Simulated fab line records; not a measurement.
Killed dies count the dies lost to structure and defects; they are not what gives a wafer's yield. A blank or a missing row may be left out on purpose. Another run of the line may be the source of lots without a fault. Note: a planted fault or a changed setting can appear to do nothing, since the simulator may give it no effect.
Which tool did it? ; flow gf180mcu ; at 1 step of a route of 602, 7 lots with 21 wafers sampled

## WHAT THE GAUGES SHOWED, per wafer
GF_PSD_TW_MEAS_11.
lot;measured;on;PSD_TW
L927;day 15 08:34;film-metro-04;3226 3199 3211
L929;day 15 18:29;film-metro-02;3175 3161 3177
L933;day 16 23:44;film-metro-03;3182 3160 3186
L936;day 18 01:50;film-metro-02;3141 3145 3147
L942;day 20 10:59;film-metro-04;3239 3227 3223
L944;day 21 12:01;film-metro-03;3204 3198 3183
L947;day 22 09:34;film-metro-04;3260 3239 3251

## EACH LOT AND THE TOOL THAT RAN IT (in order: tool; ch and the chambers of the sampled wafers; start)
No process step before these readings appears in the record.

## THE ANSWER, worked out from the rows above alone
Rule: what is usual is taken from the lots themselves. The widest of any qualifying gaps counts: lots, ordered by their means at a reading, are off when they make up no more than a third of the lots, leave a main group of 4 or more, and stand apart from it by 3 or more times the standard deviation of that group's means. If all means in a main group match to the digits the tables above print for the reading, that group is not used. A lot without any number at a reading at which 4 lots or more have one is off too. Any other lot the step has rows for is counted as sound.
No lot is off at any reading shown: from this, nothing can be told.

## WHAT THE SIMULATOR HAD PUT IN
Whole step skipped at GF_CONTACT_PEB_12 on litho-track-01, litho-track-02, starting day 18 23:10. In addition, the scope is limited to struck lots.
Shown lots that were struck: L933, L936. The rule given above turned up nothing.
